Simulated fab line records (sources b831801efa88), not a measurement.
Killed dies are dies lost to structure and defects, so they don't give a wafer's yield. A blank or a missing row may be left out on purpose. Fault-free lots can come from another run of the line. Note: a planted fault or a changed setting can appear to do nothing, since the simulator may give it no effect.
Which tool was responsible? | flow sfq_line | Sampling: 15 lots, 42 wafers, 5 of 325 route steps

## WHAT THE GAUGES READ, wafer by wafer
SFQ_M6_RS_MEAS_938: uses a four-point probe to measure.
lot  | measured     | on            | M6_NB_RS (ohm/sq)
L541 | day 68 11:41 | film_metro-03 | 0.902 0.908 0.912
L543 | day 70 06:20 | film_metro-01 | 0.874 0.889 0.866
L544 | day 70 13:29 | film_metro-03 | 0.869 0.885 0.878
L545 | day 70 14:50 | film_metro-04 | 0.868 0.875 0.861
L546 | day 70 16:01 | film_metro-01 | 0.877 0.880 0.872
L547 | day 70 17:14 | film_metro-04 | 0.885 0.897 0.883
L548 | day 70 19:26 | film_metro-01 | 0.871 0.898 0.890
L549 | day 70 20:37 | film_metro-03 | 0.906 0.900 0.906
L551 | day 72 22:47 | film_metro-01 | 0.886 0.892 0.895
L552 | day 73 02:17 | film_metro-03 | 0.911 0.902 0.888
L559 | day 76 08:13 | film_metro-01 | 0.877 0.888
L560 | day 77 12:19 | film_metro-03 | 0.911 0.885
L561 | day 78 15:31 | film_metro-04 | 0.898 0.910
L562 | day 78 17:53 | film_metro-03 | 0.898 0.899 0.892
L564 | day 78 21:56 | film_metro-01 | 0.871 0.885 0.913

SFQ_M8_BOW_MEAS_951.
lot  | measured     | on            | M8_BOW (um)
L541 | day 86 04:26 | film_metro-03 | -8 -2 -4
L543 | day 86 08:05 | film_metro-01 | 4 9 19
L544 | day 86 11:38 | film_metro-04 | -1 6 0
L545 | day 86 12:52 | film_metro-03 | 13 20 24
L546 | day 86 17:46 | film_metro-04 | 17 31 29
L547 | day 86 19:07 | film_metro-03 | 12 16 11
L548 | day 87 01:21 | film_metro-01 | 6 -4 4
L549 | day 87 02:32 | film_metro-04 | 3 16 0
L551 | day 87 14:20 | film_metro-03 | 5 -10 -5
L552 | day 87 16:50 | film_metro-01 | 27 17 17
L559 | day 92 04:14 | film_metro-04 | 19 20
L560 | day 92 13:52 | film_metro-03 | 5 5
L561 | day 94 17:35 | film_metro-04 | 3 16
L562 | day 94 19:58 | film_metro-04 | 4 0 -3
L564 | day 95 00:45 | film_metro-01 | 4 -2 11

## WHICH TOOL RAN EACH LOT (tool, then ch and the chambers of the sampled wafers, then the start)
lot  | SFQ_TRILAYER_I0_DEP_PECVD_027   | SFQ_TRILAYER_I0_CMP_CMP_028   | SFQ_TRILAYER_I7_VIA_STRIP_STRIP_191
L541 | pecvd-04 ch 0,1, day 7 09:08    | cmp-01 ch 0,1,2, day 7 10:55  | rie_metal-02 ch 0,1, day 81 14:38
L543 | pecvd-02 ch 0,2, day 8 00:55    | cmp-02 ch 0,2, day 8 10:09    | rie_metal-01 ch 0,1, day 81 18:20
L544 | pecvd-04 ch 1,2, day 8 09:08    | cmp-01 ch 1,2,3, day 8 18:55  | rie_metal-02 ch 0,1, day 81 20:30
L545 | pecvd-04 ch 0,1, day 8 12:44    | cmp-01 ch 1,2,3, day 8 21:55  | rie_metal-04 ch 0,1, day 82 00:06
L546 | pecvd-02 ch 0,1,2, day 8 21:08  | cmp-02 ch 0,1,2, day 9 07:39  | rie_metal-04 ch 0,1, day 82 02:30
L547 | pecvd-02 ch 0,1, day 9 03:16    | cmp-02 ch 0,2,3, day 9 13:09  | rie_metal-02 ch 0,1, day 82 04:56
L548 | pecvd-04 ch 0,2, day 9 08:47    | cmp-02 ch 1,2, day 9 16:09    | rie_metal-04 ch 0,1, day 86 20:26
L549 | pecvd-02 ch 1,2, day 9 15:35    | cmp-01 ch 2,3, day 9 22:25    | rie_metal-02 ch 0,1, day 86 21:38
L551 | pecvd-01 ch 1,2, day 10 04:28   | cmp-02 ch 0,1,3, day 10 07:09 | rie_metal-04 ch 0,1, day 87 09:38
L552 | pecvd-04 ch 0,2, day 10 11:56   | cmp-02 ch 0,1,3, day 10 16:09 | rie_metal-01 ch 0,1, day 87 12:07
L559 | pecvd-04 ch 0,1, day 11 20:31   | cmp-01 ch 0,2, day 12 03:33   | rie_metal-04 ch 0, day 88 16:44
L560 | pecvd-04 ch 0,1, day 12 05:49   | cmp-02 ch 0,1, day 12 05:53   | rie_metal-04 ch 0,1, day 89 02:32
L561 | pecvd-04 ch 0,2, day 12 11:44   | cmp-02 ch 1,3, day 12 13:23   | rie_metal-04 ch 0,1, day 91 08:10
L562 | pecvd-01 ch 0,1,2, day 12 18:56 | cmp-02 ch 2,3, day 12 19:01   | rie_metal-04 ch 0,1, day 91 11:34
L564 | pecvd-02 ch 0,1, day 13 05:44   | cmp-02 ch 1,2,3, day 13 08:05 | rie_metal-02 ch 0,1, day 91 18:46
- SFQ_TRILAYER_I0_DEP_PECVD_027: deposits SiO2 from SiH4/N2O, time 111.11 s, target thk 500 nm.
- SFQ_TRILAYER_I0_CMP_CMP_028: polishes SiO2.
- SFQ_TRILAYER_I7_VIA_STRIP_STRIP_191: strips in O2.

## WHAT THE TOOLS THEMSELVES READ (means of the sampled wafers that have a number; where no wafer has one, the mark that the record gives instead)
SFQ_TRILAYER_I0_DEP_PECVD_027.
lot  | tool     | heater_power_w (W) | run_length_s (s) | showerhead_vpp_V (V) | susceptor_temp_C (C) | throttle_valve_pct (%)
L541 | pecvd-04 | 69                 | 138.2            | 807                  | 150.03               | 25.4
L543 | pecvd-02 | 95                 | 138.8            | 820                  | 149.97               | 27.3
L544 | pecvd-04 | 93                 | 138.2            | 856                  | 150.02               | 24.0
L545 | pecvd-04 | 64                 | 138.4            | 821                  | 150.05               | 25.4
L546 | pecvd-02 | 94                 | 139.1            | 823                  | 149.96               | 26.6
L547 | pecvd-02 | 107                | 139.6            | 842                  | 149.93               | 26.4
L548 | pecvd-04 | 80                 | 138.4            | 827                  | 150.03               | 25.5
L549 | pecvd-02 | 100                | 138.7            | 770                  | 149.98               | 26.3
L551 | pecvd-01 | 77                 | 139.0            | 828                  | 149.93               | 23.2
L552 | pecvd-04 | 76                 | 138.7            | 817                  | 149.97               | 25.6
L559 | pecvd-04 | 68                 | 146.1            | 822                  | 150.25               | 25.9
L560 | pecvd-04 | 64                 | 146.1            | 816                  | 149.98               | 25.9
L561 | pecvd-04 | 93                 | 153.9            | 836                  | 150.00               | 25.4
L562 | pecvd-01 | 80                 | 139.3            | 832                  | 150.01               | 22.7
L564 | pecvd-02 | 103                | 140.1            | 841                  | 149.92               | 26.4

SFQ_TRILAYER_I0_CMP_CMP_028.
lot  | tool   | head_pressure_psi (psi) | motor_current_A (A) | time_to_endpoint_s (s)
L541 | cmp-01 | 3.001                   | 10.5                | 209
L543 | cmp-02 | 3.004                   | 9.9                 | 205
L544 | cmp-01 | 2.999                   | 9.8                 | 216
L545 | cmp-01 | 2.996                   | 10.1                | 213
L546 | cmp-02 | 2.998                   | 9.7                 | 198
L547 | cmp-02 | 3.002                   | 10.1                | 209
L548 | cmp-02 | 3.003                   | 9.5                 | 211
L549 | cmp-01 | 2.998                   | 10.3                | 223
L551 | cmp-02 | 3.001                   | 10.3                | 212
L552 | cmp-02 | 2.995                   | 10.4                | 198
L559 | cmp-01 | 2.993                   | 10.8                | 238
L560 | cmp-02 | 3.000                   | 10.1                | 226
L561 | cmp-02 | 2.997                   | 10.2                | 252
L562 | cmp-02 | 3.000                   | 9.5                 | 206
L564 | cmp-02 | 2.996                   | 9.6                 | 203

SFQ_TRILAYER_I7_VIA_STRIP_STRIP_191.
lot  | tool         | drypump_motor_current_A (A) | he_backside_leak_sccm (sccm) | oes_product_au (a.u.)
L541 | rie_metal-02 | 6.2                         | 3.35                         | 1.005
L543 | rie_metal-01 | 5.4                         | 3.51                         | 1.000
L544 | rie_metal-02 | 6.0                         | 3.37                         | 1.007
L545 | rie_metal-04 | 5.8                         | 3.22                         | 1.016
L546 | rie_metal-04 | 5.9                         | 3.10                         | 1.021
L547 | rie_metal-02 | 6.0                         | 3.40                         | 1.001
L548 | rie_metal-04 | 5.9                         | 3.12                         | 1.003
L549 | rie_metal-02 | 6.2                         | 3.21                         | 0.989
L551 | rie_metal-04 | 6.0                         | 3.21                         | 1.002
L552 | rie_metal-01 | 5.2                         | 3.85                         | 0.996
L559 | rie_metal-04 | 6.2                         | 3.22                         | 0.987
L560 | rie_metal-04 | 6.0                         | 3.24                         | 0.991
L561 | rie_metal-04 | 6.0                         | 3.26                         | 0.994
L562 | rie_metal-04 | 5.9                         | 3.12                         | 0.985
L564 | rie_metal-02 | 6.2                         | 3.34                         | 0.992

## THE ANSWER, worked out from the rows above alone
Rule: the lots themselves supply what counts as usual. The widest of any qualifying gaps counts: lots, ordered by their means at a reading, are off when they make up no more than a third of the lots, leave a main group of 4 or more, and stand apart from it by 3 or more times the standard deviation of that group's means. If all means in a main group match to the digits the tables above print for the reading, that group is not used. A lot without any number at a reading at which 4 lots or more have one is off too. All remaining lots with rows at the step are treated as sound. Order of review: gauges by route order, followed by the tools' own readings, for which a lot's mean as printed above is used. The first step at which some lot is off is used, and at that step the reading that is off furthest; a lot without a number counts as furthest.
Off, at SFQ_TRILAYER_I0_DEP_PECVD_027 on run_length_s: L559, L560, L561. The main group: mean 138.9 s, standard deviation 0.56.
A tool fits if, at that step or a process step before it, it ran every lot that is off, and no sound lot after the first of them. One fits: pecvd-04 at SFQ_TRILAYER_I0_DEP_PECVD_027. Its last sound lot is L552 (day 10 11:56), its first lot that is off L559 (day 11 20:31): a fault that began between those two fits.
On the lots that are off, the tool's own readings at SFQ_TRILAYER_I0_DEP_PECVD_027 differ by more than 5 times the standard deviation of the sound lots' means, which bears it out; run_length_s reads 148.7 s there versus 138.9 s on the sound lots.

## WHAT THE SIMULATOR HAD PUT IN
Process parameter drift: pecvd-04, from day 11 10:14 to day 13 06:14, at SFQ_TRILAYER_I0_DEP_PECVD_027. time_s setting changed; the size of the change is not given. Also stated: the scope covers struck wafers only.
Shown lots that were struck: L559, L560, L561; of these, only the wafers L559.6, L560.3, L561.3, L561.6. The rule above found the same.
